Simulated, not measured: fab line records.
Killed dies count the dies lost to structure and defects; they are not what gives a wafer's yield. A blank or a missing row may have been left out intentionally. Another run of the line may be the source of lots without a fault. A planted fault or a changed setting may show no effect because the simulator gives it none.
Which tool is to blame? :: flow sky130 :: Sampling: 11 lots, 33 wafers, 3 of 708 route steps

## WHAT EACH GAUGE READ, for each wafer
SKY_LDD_N_OVL_MEAS_07.
lot: L870
measured: day 17 17:17
on: overlay-01
LDD_N_OVL (nm): -0.6 -0.9 -0.8

lot: L872
measured: day 18 07:36
on: overlay-01
LDD_N_OVL (nm): -1.4 -2.7 0.2

lot: L873
measured: day 18 15:42
on: overlay-02
LDD_N_OVL (nm): -1.0 2.2 0.6

lot: L874
measured: day 18 23:02
on: overlay-02
LDD_N_OVL (nm): -3.7 -1.0 -2.9

lot: L875
measured: day 19 08:48
on: overlay-01
LDD_N_OVL (nm): -1.4 -0.5 -2.2

lot: L877
measured: day 20 12:23
on: overlay-02
LDD_N_OVL (nm): -1.6 -1.9 -1.6

lot: L881
measured: day 22 19:00
on: overlay-02
LDD_N_OVL (nm): -1.8 -1.0 -1.2

lot: L883
measured: day 23 15:18
on: overlay-02
LDD_N_OVL (nm): -1.2 -2.2 -2.6

lot: L889
measured: day 24 22:44
on: overlay-01
LDD_N_OVL (nm): -2.2 -2.6 -3.5

lot: L891
measured: day 25 04:57
on: overlay-01
LDD_N_OVL (nm): -1.9 -0.6 -1.1

lot: L892
measured: day 25 18:13
on: overlay-01
LDD_N_OVL (nm): -0.3 -1.3 -0.7

## TOOL THAT RAN EACH LOT (tool first, then ch and the chambers of the sampled wafers, then the start)
lot: L870
SKY_POLY_GATE_ETCH_17: rie-si-02 ch 0,1,2, day 16 08:32
SKY_POLY_GATE_STRIP_18: plasma-asher-02 ch 0,1, day 16 08:35

lot: L872
SKY_POLY_GATE_ETCH_17: rie-si-02 ch 1,2,3, day 17 00:35
SKY_POLY_GATE_STRIP_18: plasma-asher-01 ch 0,1, day 17 00:38

lot: L873
SKY_POLY_GATE_ETCH_17: rie-si-02 ch 0,3, day 17 07:53
SKY_POLY_GATE_STRIP_18: plasma-asher-03 ch 0,1, day 17 07:56

lot: L874
SKY_POLY_GATE_ETCH_17: rie-si-01 ch 0,1, day 17 14:52
SKY_POLY_GATE_STRIP_18: plasma-asher-02 ch 0,1, day 17 14:55

lot: L875
SKY_POLY_GATE_ETCH_17: rie-si-02 ch 0,1,2, day 18 00:44
SKY_POLY_GATE_STRIP_18: plasma-asher-02 ch 0,1, day 18 00:47

lot: L877
SKY_POLY_GATE_ETCH_17: rie-si-02 ch 1,2,3, day 19 02:29
SKY_POLY_GATE_STRIP_18: plasma-asher-02 ch 0, day 19 02:32

lot: L881
SKY_POLY_GATE_ETCH_17: rie-si-02 ch 2,3, day 21 11:07
SKY_POLY_GATE_STRIP_18: plasma-asher-02 ch 0, day 21 11:10

lot: L883
SKY_POLY_GATE_ETCH_17: rie-si-02 ch 0,1, day 22 08:14
SKY_POLY_GATE_STRIP_18: plasma-asher-02 ch 0,1, day 22 08:19

lot: L889
SKY_POLY_GATE_ETCH_17: rie-si-01 ch 0,1,3, day 23 14:54
SKY_POLY_GATE_STRIP_18: plasma-asher-03 ch 0,1, day 23 14:58

lot: L891
SKY_POLY_GATE_ETCH_17: rie-si-01 ch 1,2, day 23 22:10
SKY_POLY_GATE_STRIP_18: plasma-asher-02 ch 0, day 23 22:13

lot: L892
SKY_POLY_GATE_ETCH_17: rie-si-02 ch 1,2,3, day 24 11:58
SKY_POLY_GATE_STRIP_18: plasma-asher-01 ch 1, day 24 12:01
- SKY_POLY_GATE_ETCH_17: etches poly-Si in HBr/Cl2, stops on SiO2, target depth 180 nm, time 70.5 s.
- SKY_POLY_GATE_STRIP_18: strips in O2/N2.

## AS READ BY THE TOOLS THEMSELVES (means over the sampled wafers that have a number; for cases with no such wafer, the mark the record gives instead)
SKY_POLY_GATE_ETCH_17.
lot: L870
tool: rie-si-02
drypump-motor-current-A (A): 5.2
oes-product-au (a.u.): 0.986
run-length-s (s): 98.7
throttle-valve-pct (%): 33.684

lot: L872
tool: rie-si-02
drypump-motor-current-A (A): 5.5
oes-product-au (a.u.): 0.987
run-length-s (s): 99.0
throttle-valve-pct (%): 33.677

lot: L873
tool: rie-si-02
drypump-motor-current-A (A): 5.9
oes-product-au (a.u.): 0.981
run-length-s (s): 99.0
throttle-valve-pct (%): 33.691

lot: L874
tool: rie-si-01
drypump-motor-current-A (A): 5.4
oes-product-au (a.u.): 0.984
run-length-s (s): 98.8
throttle-valve-pct (%): 33.678

lot: L875
tool: rie-si-02
drypump-motor-current-A (A): 5.3
oes-product-au (a.u.): 0.976
run-length-s (s): 98.8
throttle-valve-pct (%): 33.680

lot: L877
tool: rie-si-02
drypump-motor-current-A (A): 5.5
oes-product-au (a.u.): 0.982
run-length-s (s): 99.0
throttle-valve-pct (%): 33.686

lot: L881
tool: rie-si-02
drypump-motor-current-A (A): 5.9
oes-product-au (a.u.): 0.891
run-length-s (s): 112.0
throttle-valve-pct (%): 33.683

lot: L883
tool: rie-si-02
drypump-motor-current-A (A): 5.3
oes-product-au (a.u.): 0.883
run-length-s (s): 111.3
throttle-valve-pct (%): 33.674

lot: L889
tool: rie-si-01
drypump-motor-current-A (A): 5.5
oes-product-au (a.u.): 0.984
run-length-s (s): 98.7
throttle-valve-pct (%): 33.684

lot: L891
tool: rie-si-01
drypump-motor-current-A (A): 5.8
oes-product-au (a.u.): 0.974
run-length-s (s): 99.0
throttle-valve-pct (%): 33.686

lot: L892
tool: rie-si-02
drypump-motor-current-A (A): 5.5
oes-product-au (a.u.): 0.979
run-length-s (s): 98.8
throttle-valve-pct (%): 33.683

SKY_POLY_GATE_STRIP_18.
lot: L870
tool: plasma-asher-02
drypump-motor-current-A (A): 5.54
oes-product-au (a.u.): 0.361
strip-time-to-endpoint-s (s): 3.24

lot: L872
tool: plasma-asher-01
drypump-motor-current-A (A): 5.45
oes-product-au (a.u.): 0.362
strip-time-to-endpoint-s (s): 3.25

lot: L873
tool: plasma-asher-03
drypump-motor-current-A (A): 5.95
oes-product-au (a.u.): 0.357
strip-time-to-endpoint-s (s): 3.22

lot: L874
tool: plasma-asher-02
drypump-motor-current-A (A): 5.58
oes-product-au (a.u.): 0.364
strip-time-to-endpoint-s (s): 3.29

lot: L875
tool: plasma-asher-02
drypump-motor-current-A (A): 5.59
oes-product-au (a.u.): 0.359
strip-time-to-endpoint-s (s): 3.22

lot: L877
tool: plasma-asher-02
drypump-motor-current-A (A): 5.64
oes-product-au (a.u.): 0.354
strip-time-to-endpoint-s (s): 3.20

lot: L881
tool: plasma-asher-02
drypump-motor-current-A (A): 5.61
oes-product-au (a.u.): 0.357
strip-time-to-endpoint-s (s): 3.09

lot: L883
tool: plasma-asher-02
drypump-motor-current-A (A): 5.52
oes-product-au (a.u.): 0.354
strip-time-to-endpoint-s (s): 3.04

lot: L889
tool: plasma-asher-03
drypump-motor-current-A (A): 5.94
oes-product-au (a.u.): 0.361
strip-time-to-endpoint-s (s): 3.22

lot: L891
tool: plasma-asher-02
drypump-motor-current-A (A): 5.62
oes-product-au (a.u.): 0.364
strip-time-to-endpoint-s (s): 3.30

lot: L892
tool: plasma-asher-01
drypump-motor-current-A (A): 5.46
oes-product-au (a.u.): 0.357
strip-time-to-endpoint-s (s): 3.24

## THE ANSWER, worked out from the rows above alone
Rule: the usual values come from the lots themselves. Put in order of their means at a reading, lots are off if they are a third of the lots or fewer, leave a main group of 4 or more, and stand apart from it by a gap of 3 or more times the standard deviation of the main group's means; of several such gaps the widest counts. Not used: any main group whose means are identical at the precision the tables above print for the reading. A lot without any number at a reading at which 4 lots or more have one is off too. All remaining lots with rows at the step are treated as sound. The gauges are gone through in route order, then the tools' own readings, and for those a lot's mean is taken as printed above. The first step at which some lot is off is used, and at that step the reading that is off furthest; a lot without a number counts as furthest.
Off: L881, L883 (SKY_POLY_GATE_ETCH_17, run-length-s). The main group has a mean of 98.9 s with a standard deviation of 0.12.
If a tool, at that step or one of the process steps before it, ran each lot that is off and ran no sound lot following the first of them, it fits. No candidate that was tried fits.

## WHAT HAD BEEN PUT IN BY THE SIMULATOR
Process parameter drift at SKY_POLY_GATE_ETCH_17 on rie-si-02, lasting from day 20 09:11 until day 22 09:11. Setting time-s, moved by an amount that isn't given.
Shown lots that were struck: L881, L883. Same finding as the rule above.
